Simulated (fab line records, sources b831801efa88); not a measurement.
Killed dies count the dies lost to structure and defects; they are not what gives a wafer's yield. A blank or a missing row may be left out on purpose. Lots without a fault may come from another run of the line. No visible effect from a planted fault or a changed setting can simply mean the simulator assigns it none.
fab line records	flow sky130
[record] lots = 7	wafers = 21	last-day = 49
route steps=708 shown VIA4@658 METAL5@661 PAD_OPEN@708
lots with no fault: from the same line, run without faults
start-h: hours from the record's opening day to when the first of the lot's shown wafers began	wait-h: hours elapsed since this lot's preceding step	" identical to the entry in the row above	L1.1+2: one row covering several wafers at once	- no value, or no start was given	* or withheld: withheld	< > ~ a bound
route shown NAME@n: names a module that has steps shown in the file, with the first one's number in the route	usual: the fault-free wafers' mean and standard deviation	same: alike in all rows	chamber/n: place in a boat	sites: each site's reading	_std_site: standard deviation across them	_edge_site: outer sites' mean less inner sites'	radius-mm: how far each site lies from the wafer's centre	mask NAME#n: copy n	behind: tool/chamber where the wafer was last shaped	hold: what put the lot on hold/how long, in hours/how the hold closed	device: transistor that didn't switch, given as n, p or np	end of line: the tests these same wafers got at the end of their route	a step with no rows: only its recipe	killed: count of dies lost to structure and defects at first sort (not the wafer's yield)	map: the dies of a wafer, with x for killed, . for not killed, _ for no die there
set.NAME: the setting that was run; set.NAME@STEP: the one run at that earlier step	model.NAME: the simulator's own value behind a step, which no gauge read
certain route steps with their lots: each step a table, each wafer a row
services: the hour from which a tool's chamber was out of use, counted from the record's first day as start-h (under 0 if before that day), plus the number of hours and why
[[steps]]
[step SKY_VIA4_RS_MEAS_19]
[recipe] thk-meas-gauge = four-point-probe	reads = W_of_VIA4_CVD_18+TiN_of_VIA4_SPUTTER_17
[usual] VIA4_W_RS = 0.2258/0.0019
lot.wafer	tool	chamber	start-h	wait-h	VIA4_W_RS[ohm/sq]
L558.1	film-metro-04	-	1017.48	0.1	0.2287
L558.3	"	-	"	"	0.2273
L558.5	"	-	"	"	0.2282
L567.2	film-metro-03	-	1076.13	0.1	0.2271
L567.3	"	-	"	"	0.2272
L567.6	"	-	"	"	0.2251
L568.2	film-metro-01	-	1081.98	0.1	0.2239
L568.5	"	-	"	"	0.2256
L568.6	"	-	"	"	0.2229
L570.2	film-metro-03	-	1093.22	0.1	0.2260
L570.3	"	-	"	"	0.2283
L570.5	"	-	"	"	0.2299
L572.3	film-metro-03	-	1105.01	0.1	0.2292
L572.4	"	-	"	"	0.2243
L572.6	"	-	"	"	0.2272
L573.4	film-metro-03	-	1113.23	0.1	0.2220
L573.5	"	-	"	"	0.2227
L573.6	"	-	"	"	0.2221
L575.4	film-metro-04	-	1119.71	0.1	0.2248
L575.5	"	-	"	"	0.2262
L575.6	"	-	"	"	0.2252
[step SKY_VIA4_THK_MEAS_20]
[recipe] thk-meas-gauge = xrf	reads = W_of_VIA4_CVD_18
[usual] VIA4_W_THK = 510/7.6
lot.wafer	tool	chamber	start-h	wait-h	VIA4_W_THK[nm]
L558.1	film-metro-04	-	1017.60	0.1	497
L558.3	"	-	"	"	498
L558.5	"	-	"	"	500
L567.2	film-metro-03	-	1076.24	0.1	516
L567.3	"	-	"	"	514
L567.6	"	-	"	"	521
L568.2	film-metro-01	-	1082.09	0.1	524
L568.5	"	-	"	"	517
L568.6	"	-	"	"	521
L570.2	film-metro-03	-	1093.33	0.1	512
L570.3	"	-	"	"	507
L570.5	"	-	"	"	506
L572.3	film-metro-03	-	1105.11	0.1	502
L572.4	"	-	"	"	509
L572.6	"	-	"	"	504
L573.4	film-metro-03	-	1113.32	0.1	518
L573.5	"	-	"	"	512
L573.6	"	-	"	"	517
L575.4	film-metro-04	-	1119.80	0.1	507
L575.5	"	-	"	"	509
L575.6	"	-	"	"	506
[step SKY_VIA4_CMP_21]
[recipe] stop-on = SiO2	t-overpolish-s = 25	down-force-psi = 3.5	platen-rpm = 60	target-thk-nm = 0	pad-velocity-m-s = 0.94248
[step SKY_METAL5_SPUTTER_00]
[recipe] material = Ti	target-thk-nm = 15	power-w = 3000	time-s = 10	chamber-pressure-pa = 0.4
[usual] throttle-valve-pct = 29.7/0.78
lot.wafer	tool	chamber	start-h	wait-h	throttle-valve-pct
L558.1	pvd-sputter-04	-	1017.96	0.2	29.7
L558.3	"	-	"	"	29.1
L558.5	"	-	"	"	29.3
L567.2	pvd-sputter-01	-	1076.59	0.1	30.4
L567.3	"	-	"	"	29.9
L567.6	"	-	"	"	30.0
L568.2	pvd-sputter-02	-	1083.07	0.1	31.3
L568.5	"	-	"	"	30.3
L568.6	"	-	"	"	28.7
L570.2	pvd-sputter-01	-	1093.68	0.2	29.8
L570.3	"	-	"	"	28.7
L570.5	"	-	"	"	30.2
L572.3	pvd-sputter-01	-	1105.45	0.1	30.4
L572.4	"	-	"	"	29.1
L572.6	"	-	"	"	30.3
L573.4	pvd-sputter-01	-	1113.92	0.2	29.3
L573.5	"	-	"	"	29.9
L573.6	"	-	"	"	29.1
L575.4	pvd-sputter-04	-	1120.91	0.2	30.6
L575.5	"	-	"	"	30.6
L575.6	"	-	"	"	29.4
[step SKY_METAL5_SPUTTER_01]
[recipe] material = TiN	target-thk-nm = 20	power-w = 6500	time-s = 16.7	chamber-pressure-pa = 0.4
[usual] throttle-valve-pct = 29.7/0.8
lot.wafer	tool	chamber	start-h	wait-h	throttle-valve-pct
L558.1	pvd-sputter-04	-	1017.98	0.0	29.7
L558.3	"	-	"	"	29.2
L558.5	"	-	"	"	29.2
L567.2	pvd-sputter-01	-	1076.61	0.0	30.1
L567.3	"	-	"	"	29.7
L567.6	"	-	"	"	30.0
L568.2	pvd-sputter-02	-	1083.10	0.0	30.9
L568.5	"	-	"	"	30.4
L568.6	"	-	"	"	28.9
L570.2	pvd-sputter-01	-	1093.70	0.0	29.8
L570.3	"	-	"	"	28.4
L570.5	"	-	"	"	30.4
L572.3	pvd-sputter-01	-	1105.47	0.0	30.5
L572.4	"	-	"	"	29.4
L572.6	"	-	"	"	29.9
L573.4	pvd-sputter-01	-	1113.94	0.0	28.7
L573.5	"	-	"	"	30.0
L573.6	"	-	"	"	29.1
L575.4	pvd-sputter-04	-	1120.93	0.0	30.3
L575.5	"	-	"	"	30.6
L575.6	"	-	"	"	29.1
[step SKY_METAL5_SPUTTER_02]
[recipe] material = AlCu	target-thk-nm = 1150	power-w = 10600	time-s = 61.2	chamber-pressure-pa = 0.4
[usual] throttle-valve-pct = 29.7/0.81
lot.wafer	tool	chamber	start-h	wait-h	throttle-valve-pct
L558.1	pvd-sputter-04	-	1018.01	0.0	29.8
L558.3	"	-	"	"	29.1
L558.5	"	-	"	"	29.3
L567.2	pvd-sputter-01	-	1076.63	0.0	30.4
L567.3	"	-	"	"	29.9
L567.6	"	-	"	"	29.9
L568.2	pvd-sputter-02	-	1083.12	0.0	31.3
L568.5	"	-	"	"	30.2
L568.6	"	-	"	"	28.7
L570.2	pvd-sputter-01	-	1093.73	0.0	30.0
L570.3	"	-	"	"	28.3
L570.5	"	-	"	"	30.0
L572.3	pvd-sputter-01	-	1105.49	0.0	30.3
L572.4	"	-	"	"	29.1
L572.6	"	-	"	"	29.8
L573.4	pvd-sputter-01	-	1113.96	0.0	28.9
L573.5	"	-	"	"	29.8
L573.6	"	-	"	"	29.0
L575.4	pvd-sputter-04	-	1120.95	0.0	30.5
L575.5	"	-	"	"	30.4
L575.6	"	-	"	"	29.1
[step SKY_METAL5_SPUTTER_03]
[recipe] material = Ti	target-thk-nm = 5	power-w = 3000	time-s = 3.3	chamber-pressure-pa = 0.4
[usual] throttle-valve-pct = 29.7/0.82
lot.wafer	tool	chamber	start-h	wait-h	throttle-valve-pct
L558.1	pvd-sputter-04	-	1018.06	0.0	29.5
L558.3	"	-	"	"	29.1
L558.5	"	-	"	"	29.0
L567.2	pvd-sputter-01	-	1076.69	0.0	30.1
L567.3	"	-	"	"	29.7
L567.6	"	-	"	"	29.6
L568.2	pvd-sputter-02	-	1083.17	0.0	31.6
L568.5	"	-	"	"	30.6
L568.6	"	-	"	"	28.9
L570.2	pvd-sputter-01	-	1093.78	0.0	29.7
L570.3	"	-	"	"	28.6
L570.5	"	-	"	"	30.3
L572.3	pvd-sputter-01	-	1105.55	0.0	30.3
L572.4	"	-	"	"	29.0
L572.6	"	-	"	"	29.9
L573.4	pvd-sputter-01	-	1114.01	0.0	29.1
L573.5	"	-	"	"	29.8
L573.6	"	-	"	"	29.1
L575.4	pvd-sputter-04	-	1121.01	0.0	30.4
L575.5	"	-	"	"	30.4
L575.6	"	-	"	"	29.2
[step SKY_METAL5_SPUTTER_04]
[recipe] material = TiN	target-thk-nm = 70	power-w = 6500	time-s = 58.3	chamber-pressure-pa = 0.4
[step SKY_METAL5_RS_MEAS_05]
[recipe] thk-meas-gauge = four-point-probe	reads = TiN_of_METAL5_SPUTTER_04+Ti_of_METAL5_SPUTTER_03+AlCu_of_METAL5_SPUTTER_02+TiN_of_METAL5_SPUTTER_01+Ti_of_METAL5_SPUTTER_00
[usual] METAL5_ALCU_RS = 0.02708/0.00028
lot.wafer	tool	chamber	start-h	wait-h	METAL5_ALCU_RS[ohm/sq]
L558.1	film-metro-02	-	1018.13	0.0	0.02692
L558.3	"	-	"	"	0.02678
L558.5	"	-	"	"	0.02698
L567.2	film-metro-02	-	1076.77	0.0	0.02774
L567.3	"	-	"	"	0.02776
L567.6	"	-	"	"	0.02771
L568.2	film-metro-02	-	1083.26	0.0	0.02707
L568.5	"	-	"	"	0.02702
L568.6	"	-	"	"	0.02701
L570.2	film-metro-01	-	1093.87	0.0	0.02694
L570.3	"	-	"	"	0.02678
L570.5	"	-	"	"	0.02677
L572.3	film-metro-03	-	1105.65	0.1	0.02709
L572.4	"	-	"	"	0.02705
L572.6	"	-	"	"	0.02739
L573.4	film-metro-01	-	1114.14	0.1	0.02674
L573.5	"	-	"	"	0.02696
L573.6	"	-	"	"	0.02681
L575.4	film-metro-02	-	1121.13	0.1	0.02733
L575.5	"	-	"	"	0.02746
L575.6	"	-	"	"	0.02735
[step SKY_METAL5_THK_MEAS_06]
[recipe] thk-meas-gauge = xrf	reads = AlCu_of_METAL5_SPUTTER_02
[usual] METAL5_ALCU_THK = 1143/12
lot.wafer	tool	chamber	start-h	wait-h	METAL5_ALCU_THK[nm]
L558.1	film-metro-02	-	1018.25	0.1	1146
L558.3	"	-	"	"	1158
L558.5	"	-	"	"	1148
L567.2	film-metro-02	-	1076.88	0.1	1117
L567.3	"	-	"	"	1115
L567.6	"	-	"	"	1119
L568.2	film-metro-02	-	1083.37	0.1	1141
L568.5	"	-	"	"	1138
L568.6	"	-	"	"	1144
L570.2	film-metro-01	-	1093.98	0.1	1142
L570.3	"	-	"	"	1146
L570.5	"	-	"	"	1146
L572.3	film-metro-03	-	1105.75	0.1	1155
L572.4	"	-	"	"	1154
L572.6	"	-	"	"	1141
L573.4	film-metro-01	-	1114.23	0.1	1145
L573.5	"	-	"	"	1142
L573.6	"	-	"	"	1146
L575.4	film-metro-02	-	1121.22	0.1	1125
L575.5	"	-	"	"	1123
L575.6	"	-	"	"	1130
[step SKY_METAL5_DEHYDRATE_07]
[recipe] temp-c = 200	time-s = 60
[step SKY_METAL5_HMDS_08]
[recipe] prime-time-s = 60	prime-temp-c = 120
[step SKY_METAL5_COAT_09]
[recipe] resist = NOVOLAK	spin-rpm = 3000	resist-thk-nm = 1800
[usual] chill-plate-temp-C = 22.97/0.096	spin-speed-rpm = 2999.9/2.1
lot.wafer	tool	chamber	start-h	wait-h	chill-plate-temp-C	spin-speed-rpm	model.NOVOLAK_of_METAL5_COAT_09.thk-nm
L558.1	litho-track-04	0	1029.45	0.1	23.18	3001.5	1800
L558.3	"	0	"	"	23.11	2999.9	1799
L558.5	"	0	"	"	23.10	3001.5	1798
L567.2	litho-track-04	0	1086.82	0.1	23.03	2803.8	1860
L567.3	"	0	"	"	22.99	2803.3	1859
L567.6	"	0	"	"	23.01	2803.1	1859
L568.2	litho-track-04	0	1092.97	0.1	22.82	2806.0	1862
L568.5	"	0	"	"	22.93	2806.6	1858
L568.6	"	0	"	"	22.95	2806.2	1856
L570.2	litho-track-04	0	1103.62	0.1	22.87	2806.8	1859
L570.3	"	0	"	"	22.78	2806.2	1862
L570.5	"	0	"	"	22.91	2803.1	1859
L572.3	litho-track-01	0	1115.53	0.1	23.06	3001.1	1797
L572.4	"	0	"	"	22.83	3001.0	1797
L572.6	"	0	"	"	23.03	3000.4	1800
L573.4	litho-track-03	0	1122.77	0.1	22.96	2999.2	1806
L573.5	"	0	"	"	22.95	2998.9	1803
L573.6	"	0	"	"	22.92	3000.2	1800
L575.4	litho-track-01	0	1130.56	0.1	23.17	2995.4	1798
L575.5	"	0	"	"	23.07	2998.1	1799
L575.6	"	0	"	"	23.07	2999.8	1799
[step SKY_METAL5_SOFTBAKE_10]
[recipe] temp-c = 90	time-s = 60	resist = NOVOLAK
[step SKY_METAL5_EXPOSE_11]
[recipe] mask-id = MM5	na = 0.6	source-shape = conventional	sigma-outer = 0.6	polarization = unpolarized	target-cd-nm = 1600	dose-mj = 190
[step SKY_METAL5_PEB_12]
[recipe] temp-c = withheld	time-s = *	resist = NOVOLAK
[step SKY_METAL5_DEVELOP_13]
[recipe] resist = NOVOLAK	developer = TMAH	develop-time-s = 60	dev-temp-c = 23
[step SKY_METAL5_DESCUM_14]
[recipe] chemistry = O2	source-power-w = 150	bias-power-w = 0	pressure-mtorr = 10	temp-c = 40	time-s = 11
[usual] drypump-motor-current-A = 5.8/0.38	oes-product-au = 1.000/0.0061
[same] bias-power-w = 0
lot.wafer	tool	chamber	start-h	wait-h	drypump-motor-current-A	oes-product-au	rf-hours-counter-h
L558.1	rie-metal-03	0	1040.45	0.1	5.8	0.998	7
L558.3	"	0	"	"	5.9	0.997	-
L558.5	"	0	"	"	5.9	1.008	-
L567.2	rie-metal-03	0	1096.43	0.1	5.8	0.997	11
L567.3	"	1	"	"	5.1	0.998	-
L567.6	"	1	"	"	5.1	0.998	-
L568.2	rie-metal-03	0	1103.30	0.1	5.9	0.997	12
L568.5	"	0	"	"	5.8	1.004	-
L568.6	"	1	"	"	5.1	1.013	-
L570.2	rie-metal-04	0	1113.85	0.1	5.8	0.998	22
L570.3	"	1	"	"	5.8	0.993	-
L570.5	"	1	"	"	5.8	0.999	-
L572.3	rie-metal-02	0	1125.10	0.1	6.0	1.004	-
L572.4	"	1	"	"	6.2	1.008	-
L572.6	"	0	"	"	6.0	0.986	-
L573.4	rie-metal-03	0	1132.54	0.1	5.8	1.001	-
L573.5	"	1	"	"	5.1	0.994	-
L573.6	"	0	"	"	5.8	1.010	-
L575.4	rie-metal-04	1	1139.74	0.1	5.8	1.004	-
L575.5	"	1	"	"	5.8	0.993	-
L575.6	"	0	"	"	5.8	1.004	-
[step SKY_METAL5_METAL_ETCH_15]
[recipe] target-depth-a = 12600	stop-on = SiO2	over-etch-frac = 0.2	time-s = 252	chemistry = Cl2/BCl3	resist-sidewall-deg = 86	pressure-mtorr = 10	icp-w = 900	bias-w = 48.5	Cl2_flow_sccm = 60	bcl3-flow-sccm = 30
[usual] drypump-motor-current-A = 5.8/0.38	mfc-cl2-sccm = 60.01/0.19	oes-product-au = 0.895/0.0042	throttle-valve-pct = 22.265/0.0093
[same] over-etch-frac = 0.2
lot.wafer	tool	chamber	start-h	wait-h	drypump-motor-current-A	mfc-cl2-sccm	oes-product-au	rf-hours-counter-h	throttle-valve-pct	model.NOVOLAK_of_METAL5_COAT_09.thk-nm
L558.1	rie-metal-03	0	1040.52	0.1	5.9	59.98	0.900	7	22.267	1037
L558.3	"	0	"	"	5.9	60.07	0.894	-	22.276	1036
L558.5	"	0	"	"	5.9	60.01	0.896	-	22.259	1036
L567.2	rie-metal-03	0	1096.47	0.0	5.8	60.44	0.890	11	22.285	1093
L567.3	"	1	"	"	5.1	60.15	0.890	-	22.267	1087
L567.6	"	1	"	"	5.1	60.04	0.897	-	22.264	1084
L568.2	rie-metal-03	0	1103.33	0.0	5.9	59.86	0.897	12	22.259	1094
L568.5	"	0	"	"	5.9	59.95	0.891	-	22.248	1094
L568.6	"	1	"	"	5.1	60.07	0.899	-	22.257	1089
L570.2	rie-metal-04	0	1113.88	0.0	5.8	60.16	0.902	22	22.261	1082
L570.3	"	1	"	"	5.8	60.43	0.894	-	22.259	1093
L570.5	"	1	"	"	5.8	60.39	0.897	-	22.267	1083
L572.3	rie-metal-02	0	1125.20	0.1	6.1	60.15	0.895	-	22.260	1025
L572.4	"	1	"	"	6.2	60.24	0.894	-	22.274	1027
L572.6	"	0	"	"	6.1	60.23	0.900	-	22.242	1034
L573.4	rie-metal-03	0	1132.65	0.1	5.9	60.13	0.895	-	22.265	1045
L573.5	"	1	"	"	5.1	59.81	0.894	-	22.284	1036
L573.6	"	0	"	"	5.9	59.96	0.892	-	22.254	1042
L575.4	rie-metal-04	1	1139.85	0.1	5.8	60.40	0.887	-	22.255	1031
L575.5	"	1	"	"	5.8	59.92	0.893	-	22.268	1035
L575.6	"	0	"	"	5.8	60.20	0.898	-	22.260	1030
[step SKY_METAL5_STRIP_16]
[recipe] chemistry = O2/N2	power-w = 1400	pressure-mtorr = 1500	platen-temp-c = withheld	o2-flow-sccm = 3000	n2-flow-sccm = 300	overash-fraction = 0.5
[usual] drypump-motor-current-A = 5.75/0.29	oes-product-au = 0.711/0.0041	strip-time-to-endpoint-s = 13.06/0.083
lot.wafer	tool	chamber	start-h	wait-h	drypump-motor-current-A	oes-product-au	rf-hours-counter-h	strip-time-to-endpoint-s
L558.1	plasma-asher-03	1	1040.99	0.4	5.22	0.703	119	13.10
L558.3	"	0	"	"	5.25	0.702	-	13.10
L558.5	"	0	"	"	5.28	0.720	-	13.07
L567.2	plasma-asher-04	1	1096.70	0.2	5.74	0.711	96	13.75
L567.3	"	0	"	"	5.76	0.711	-	13.66
L567.6	"	0	"	"	5.74	0.708	-	13.61
L568.2	plasma-asher-01	1	1103.57	0.2	5.92	0.713	64	13.73
L568.5	"	0	"	"	6.13	0.706	-	13.75
L568.6	"	1	"	"	5.92	0.707	-	13.68
L570.2	plasma-asher-04	1	1114.12	0.2	5.76	0.708	98	13.59
L570.3	"	0	"	"	5.73	0.709	-	13.72
L570.5	"	0	"	"	5.71	0.708	-	13.60
L572.3	plasma-asher-01	1	1125.39	0.1	5.90	0.725	-	12.94
L572.4	"	0	"	"	6.09	0.715	-	12.98
L572.6	"	0	"	"	6.10	0.708	-	13.07
L573.4	plasma-asher-03	1	1132.84	0.1	5.20	0.711	-	13.18
L573.5	"	0	"	"	5.30	0.713	-	13.07
L573.6	"	1	"	"	5.21	0.707	-	13.16
L575.4	plasma-asher-03	1	1140.04	0.1	5.21	0.716	-	13.01
L575.5	"	1	"	"	5.21	0.704	-	13.06
L575.6	"	0	"	"	5.32	0.708	-	13.02
[step SKY_METAL5_STRIP_17]
[recipe] chemistry = post-etch-residue-remover	time-s = 1200	temp-c = 72.5
[step SKY_PAD_OPEN_PROBE_99]
[usual] defect-limited-yield = 82.2/2.1	killed_at_M0_to_M3 = 43/8	killed_at_M4_up = 2.9/1.6	killed-at-contacts = 26/5.2	killed-at-front-end = 15/4.3	killed-at-other = 0.3/0.56	killed-dies = 87/10	killed-open = 48/6.9	killed-short = 40/6.5	sort_bin_3_pad_short = 0.9/0.36	sort_bin_5_function = 10.5/1.5	sort_bin_6_memory = 6.4/1.3	sort-n-pass = 405/10	sort-yield-pct = 82.2/2.1
[same] gross-dies = 492	killed-at-back-side = 0	sort_bin_4_leakage[%] = 0	sort_bin_8_speed[%] = 0
lot.wafer	tool	chamber	start-h	wait-h	defect-limited-yield[%]	killed_at_M0_to_M3	killed_at_M4_up	killed-at-contacts	killed-at-front-end	killed-at-other	killed-dies	killed-open	killed-short	sort_bin_3_pad_short[%]	sort_bin_5_function[%]	sort_bin_6_memory[%]	sort-n-pass	sort-yield-pct[%]
L558.1	prober-02	-	1087.50	0.1	80.9	51	1	29	12	1	94	63	31	1.0	11.2	6.9	398	80.9
L558.3	prober-02	-	1087.60	0.2	85.0	35	1	21	17	0	74	32	42	0.6	9.3	5.1	418	85.0
L558.5	prober-02	-	1087.70	0.2	77.8	58	3	34	14	0	109	68	41	0.8	12.4	8.9	383	77.8
L567.2	prober-02	-	1140.12	0.1	79.9	45	4	39	11	0	99	52	47	1.4	12.0	6.7	393	79.9
L567.3	prober-02	-	1140.17	0.2	81.9	39	2	27	21	0	89	49	40	1.0	11.8	5.3	403	81.9
L567.6	prober-02	-	1140.32	0.2	82.1	40	7	24	17	0	88	39	49	1.0	8.5	8.3	404	82.1
L568.2	prober-01	-	1144.36	0.1	81.7	49	1	20	19	1	90	48	42	1.2	10.0	7.1	402	81.7
L568.5	prober-01	-	1144.51	0.2	81.1	47	2	27	17	0	93	51	42	1.0	14.4	3.5	399	81.1
L568.6	prober-01	-	1144.56	0.2	80.1	55	4	23	16	0	98	51	47	1.0	9.8	9.1	394	80.1
L570.2	prober-02	-	1154.94	0.3	85.6	37	1	21	11	1	71	42	29	0.6	8.9	4.9	421	85.6
L570.3	prober-02	-	1154.99	0.3	82.5	44	2	26	14	0	86	52	34	0.8	10.4	6.3	406	82.5
L570.5	prober-02	-	1155.09	0.4	87.2	30	4	21	8	0	63	36	27	0.8	8.5	3.5	429	87.2
L572.3	prober-01	-	1164.85	0.2	80.7	49	2	22	22	0	95	47	48	1.0	12.6	5.7	397	80.7
L572.4	prober-01	-	1164.90	0.2	83.1	44	2	22	15	0	83	51	32	1.0	10.0	5.9	409	83.1
L572.6	prober-01	-	1165.00	0.2	82.9	40	5	30	9	0	84	45	39	0.8	10.4	5.9	408	82.9
// killed by level:class
L558.1 CONTACT:geometric-particle:open=15 VIA1:geometric-particle:open=10 VIA2:geometric-particle:open=9 VIA3:geometric-particle:open=8 METAL2:geometric-particle:short=7 FIELD_ISO:geometric-particle:open=6 LI_CONTACT:geometric-particle:open=6 CONTACT:geometric-particle:short=4
L558.3 CONTACT:geometric-particle:open=9 VIA1:geometric-particle:open=9 VIA1:geometric-particle:short=6 SPACER:geometric-particle:short=5 FIELD_ISO:geometric-particle:short=5 POLY_GATE:geometric-particle:short=4 LI_CONTACT:geometric-particle:open=4 CONTACT:geometric-particle:short=4
L558.5 VIA3:geometric-particle:open=14 CONTACT:geometric-particle:open=13 VIA1:geometric-particle:open=11 METAL2:geometric-particle:short=10 LI_CONTACT:geometric-particle:open=8 VIA2:geometric-particle:open=6 FIELD_ISO:geometric-particle:open=5 LOCAL_INTERCONNECT:geometric-particle:short=5
L567.2 CONTACT:geometric-particle:open=13 LI_CONTACT:geometric-particle:open=8 METAL1:geometric-particle:short=8 METAL2:geometric-particle:short=8 VIA1:geometric-particle:open=7 LI_CONTACT:geometric-particle:short=6 CONTACT:geometric-particle:short=6 VIA3:geometric-particle:open=5
L567.3 LI_CONTACT:geometric-particle:open=9 VIA3:geometric-particle:open=7 VIA1:geometric-particle:short=7 VIA1:geometric-particle:open=7 VIA2:geometric-particle:open=6 CONTACT:geometric-particle:open=6 CONTACT:geometric-particle:short=5 FIELD_ISO:geometric-particle:open=4
L567.6 FIELD_ISO:geometric-particle:short=8 CONTACT:geometric-particle:open=8 VIA1:geometric-particle:open=8 METAL2:geometric-particle:short=7 LOCAL_INTERCONNECT:geometric-particle:short=5 VIA2:geometric-particle:open=5 VIA3:geometric-particle:short=5 LI_CONTACT:geometric-particle:short=4
L568.2 VIA1:geometric-particle:open=15 POLY_GATE:geometric-particle:short=9 VIA2:geometric-particle:open=8 FIELD_ISO:geometric-particle:short=6 VIA1:geometric-particle:short=6 CONTACT:geometric-particle:short=5 LI_CONTACT:geometric-particle:open=5 VIA3:geometric-particle:open=5
L568.5 CONTACT:geometric-particle:open=10 VIA1:geometric-particle:open=8 VIA2:geometric-particle:open=8 VIA3:geometric-particle:open=7 FIELD_ISO:geometric-particle:short=6 LI_CONTACT:geometric-particle:open=6 VIA3:geometric-particle:short=6 POLY_GATE:geometric-particle:open=4
L568.6 CONTACT:geometric-particle:open=12 METAL1:geometric-particle:short=11 VIA1:geometric-particle:open=10 VIA1:geometric-particle:short=7 POLY_GATE:geometric-particle:open=6 VIA3:geometric-particle:open=6 CONTACT:geometric-particle:short=5 VIA2:geometric-particle:open=5
L570.2 LI_CONTACT:geometric-particle:open=10 VIA1:geometric-particle:open=10 CONTACT:geometric-particle:short=5 FIELD_ISO:geometric-particle:short=4 FIELD_ISO:geometric-particle:open=4 VIA1:geometric-particle:short=4 CONTACT:geometric-particle:open=4 VIA2:geometric-particle:open=4
L570.3 VIA2:geometric-particle:open=11 VIA3:geometric-particle:open=9 LI_CONTACT:geometric-particle:open=8 VIA3:geometric-particle:short=6 LOCAL_INTERCONNECT:geometric-particle:short=5 CONTACT:geometric-particle:open=5 FIELD_ISO:geometric-particle:open=4 POLY_GATE:geometric-particle:open=4
L570.5 CONTACT:geometric-particle:open=7 LOCAL_INTERCONNECT:geometric-particle:short=6 METAL1:geometric-particle:short=5 LI_CONTACT:geometric-particle:open=5 VIA1:geometric-particle:open=5 VIA1:geometric-particle:short=4 VIA3:geometric-particle:open=4 VIA2:geometric-particle:open=4
L572.3 VIA1:geometric-particle:open=12 METAL1:geometric-particle:short=10 CONTACT:geometric-particle:open=8 VIA1:geometric-particle:short=7 VIA2:geometric-particle:open=7 POLY_GATE:geometric-particle:short=6 LI_CONTACT:geometric-particle:open=6 FIELD_ISO:geometric-particle:short=5
L572.4 VIA1:geometric-particle:open=12 CONTACT:geometric-particle:open=12 VIA2:geometric-particle:open=7 FIELD_ISO:geometric-particle:open=6 VIA1:geometric-particle:short=6 LI_CONTACT:geometric-particle:open=5 METAL2:geometric-particle:short=5 VIA3:geometric-particle:open=4
L572.6 CONTACT:geometric-particle:open=15 VIA1:geometric-particle:open=8 LI_CONTACT:geometric-particle:open=7 VIA1:geometric-particle:short=7 VIA2:geometric-particle:open=6 METAL2:geometric-particle:short=5 METAL1:geometric-particle:short=4 CONTACT:geometric-particle:short=4
[[services]]
tool	chamber	start-h	hours	kind
plasma-asher-01	-	1004.01	12.9	pm
rie-metal-04	-	1020.32	28.1	pm
plasma-asher-01	-	1024.75	1.3	repair
rie-metal-03	1	1034.65	12.2	repair
pvd-sputter-04	-	1040.38	2.8	repair
pvd-sputter-02	-	1052.40	3.6	repair
plasma-asher-03	-	1055.25	9.0	pm
pvd-sputter-04	-	1057.14	5.5	repair
rie-metal-03	0	1058.93	2.0	repair
pvd-sputter-01	3	1063.96	-	consumable-replace:kit
pvd-sputter-01	3	1063.96	18.0	scheduled-down
pvd-sputter-01	3	1063.96	18.0	vent-cycle
pvd-sputter-04	1	1070.19	-	consumable-replace:kit
pvd-sputter-04	1	1070.19	18.0	scheduled-down
pvd-sputter-04	1	1070.19	18.0	vent-cycle
plasma-asher-03	-	1084.83	1.2	repair
rie-metal-02	0	1100.06	9.0	repair
plasma-asher-03	-	1101.80	2.1	repair
pvd-sputter-04	0	1126.25	-	consumable-replace:kit
pvd-sputter-04	0	1126.25	18.0	scheduled-down
pvd-sputter-02	-	1128.05	3.5	repair
pvd-sputter-01	2	1139.44	-	consumable-replace:kit
pvd-sputter-01	2	1139.44	18.0	scheduled-down
pvd-sputter-01	2	1139.44	18.0	vent-cycle
[[key]]
[first-sign] step = SKY_METAL5_COAT_09	reading = spin-speed-rpm	direction = down	sigmas = 91	usual = 2999.9	struck = 2805.0
[effect] step = SKY_METAL5_STRIP_16	reading = strip-time-to-endpoint-s	direction = up	sigmas = 7.5	usual = *	struck = *
[model-effect] step = SKY_METAL5_COAT_09	value = NOVOLAK_of_METAL5_COAT_09.thk-nm	without = 1798	struck = 1859
[model-effect] step = SKY_METAL5_METAL_ETCH_15	value = NOVOLAK_of_METAL5_COAT_09.thk-nm	without = 1028	struck = 1089
met-at SKY_METAL5_COAT_09
struck-wafers L567.2,L567.3,L567.6,L568.2,L568.5,L568.6,L570.2,L570.3,L570.5
onset-between 1029.45 1086.82
[fault] kind = process-parameter-drift	tool = litho-track-04	chamber = -	onset-h = 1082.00	steps = SKY_METAL5_COAT_09	channel = spin-rpm	offset = -194.47	shape = step	end-h = 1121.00	acts-in = these-recipes-only	stated = 3000
